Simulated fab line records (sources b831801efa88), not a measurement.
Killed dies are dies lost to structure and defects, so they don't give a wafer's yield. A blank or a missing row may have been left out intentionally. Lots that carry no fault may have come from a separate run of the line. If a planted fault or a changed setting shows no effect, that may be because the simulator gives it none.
Struck lot and sound lot, side by side :: flow sky130 :: 15 steps out of a route of 708
Sound: the wafers L362.2, L362.4, L362.5. Wafers struck: L371.1, L371.3, L371.5. At the end, the cause is stated.
Each step with rows lists, per side, the tool, then ch with its chambers, then its first start. Under that, the readings that differ: sound wafers :: struck wafers :: difference of the means :: sigmas: that difference in standard deviations of wafers without a fault.
alike: a reading whose means differ by less than 2 such deviations, as well as words and numbers matching on both sides. not compared: withheld readings; readings where some wafer has no value; bounds like >300 that might hide an equal value; numbers whose values overlap and for which the record gives no deviation.
The two part at a step that has a row with sigmas, a row that says differs or no value, or rows on one side only. Non-overlapping numbers with no deviation appear without sigmas and do not part them. Lack of a reading on every wafer of one side parts them only where that side has two or more wafers.

first, 4 steps without rows for these wafers: SKY_VIA1_SOFTBAKE_08 (time 90 s); SKY_VIA1_EXPOSE_09 (exposes mask VIM, target cd 150 nm); SKY_VIA1_PEB_10; SKY_VIA1_DEVELOP_11 (develop time 60 s).
SKY_VIA1_CD_MEAS_12: target cd 150 nm.
  struck on cd_sem-01, day 44 01:02; sound on cd_sem-01, day 34 01:35
  alike: cd_nm
SKY_VIA1_OVL_MEAS_13:
  struck on overlay-02, day 44 01:10; sound on overlay-01, day 34 01:41
reading: VIA1_OVL (nm)
sound: 2 -8 -13
struck: 8 10 2
difference: +13
sigmas: +2
SKY_VIA1_ETCH_14: etches BARC in N2/H2, stops on SiO2, time 45.9 s, target depth 60 nm.
  sound on rie_diel-04 ch 0,1, day 34 01:43; struck on rie_diel-03 ch 0,1,2, day 44 01:11
reading: drypump_motor_current_A (A)
sound: 6.4 6.4 6.4
struck: 4.7 5.4 4.8
difference: -1.4
sigmas: -2
  alike: oes_product_au, throttle_valve_pct
  not compared: rf_hours_counter_h
SKY_VIA1_ETCH_15: etches SiO2 in C4F8/O2/Ar, stops on TiN, target depth 351 nm, time 54 s.
  sound on rie_diel-04 ch 0,1, day 34 01:46; struck on rie_diel-03 ch 0,1,2, day 44 01:14
  alike: oes_product_au
  not compared: rf_hours_counter_h
SKY_VIA1_STRIP_16: strips in O2/N2.
  sound on plasma_asher-01 ch 0,1, day 34 01:49; struck on plasma_asher-01 ch 0,1, day 44 01:17
  alike: drypump_motor_current_A, oes_product_au, strip_time_to_endpoint_s
  not compared: rf_hours_counter_h
then, 3 steps without rows for these wafers: SKY_VIA1_STRIP_17 (strips in post etch residue remover, time 1200 s); SKY_VIA1_CLEAN_18 (cleans in IPA, time 180 s); SKY_VIA1_CLEAN_19 (cleans in O3/DIW).
SKY_VIA1_SPUTTER_20: material TiN, target thk 20 nm, time 80 s.
  struck on pvd_sputter-04, day 44 01:55; sound on pvd_sputter-01, day 34 02:24
  no value came back on the struck wafers for cathode_dc_power_W (W), chamber_pressure_pa (Pa), throttle_valve_pct (%); on the sound wafers cathode_dc_power_W (W) reads 3999.0 4000.2 4000.4
SKY_VIA1_CVD_21: deposits W, target thk 270 nm, time 80.902 s.
  sound on cvd_w-01 ch 0,1, day 34 02:28; struck on cvd_w-02 ch 0,1, day 44 01:59
  alike: heater_power_w, susceptor_temp_C
-- the record jumps here: 9 days lie between the struck wafers' starts before and after (it left off in module VIA1 and takes up again in module PAD_OPEN, whose first step shown is number 708 of the route) --
SKY_PAD_OPEN_PROBE_99:
  struck on prober-02, day 52 17:16; sound on prober-02, day 45 22:52
reading: defect_limited_yield (%)
sound: 82.5 83.3 80.9
struck: 0 0 0
difference: -82
sigmas: -43

reading: killed_at_M0_to_M3
sound: 41 48 51
struck: 445 444 452
difference: +400
sigmas: +57

reading: killed_dies
sound: 86 82 94
struck: 492 492 492
difference: +405
sigmas: +44

reading: killed_on_rim
sound: 12 17 21
struck: 96 96 96
difference: +79
sigmas: +20

reading: sort_bin_5_function (%)
sound: 10.6 10.0 11.6
struck: 93.1 94.7 93.1
difference: +82.9
sigmas: +59

reading: sort_n_pass
sound: 406 410 398
struck: 0 0 0
difference: -405
sigmas: -44

reading: sort_yield_pct (%)
sound: 82.5 83.3 80.9
struck: 0 0 0
difference: -82
sigmas: -43
  alike: killed_at_M4_up, killed_at_contacts, killed_at_front_end, killed_at_other, killed_open, killed_short, sort_bin_3_pad_short, sort_bin_6_memory

WHERE THEY PART
Earliest at SKY_VIA1_OVL_MEAS_13; latest, in this record, at SKY_PAD_OPEN_PROBE_99.

WHY: what the simulator had put in
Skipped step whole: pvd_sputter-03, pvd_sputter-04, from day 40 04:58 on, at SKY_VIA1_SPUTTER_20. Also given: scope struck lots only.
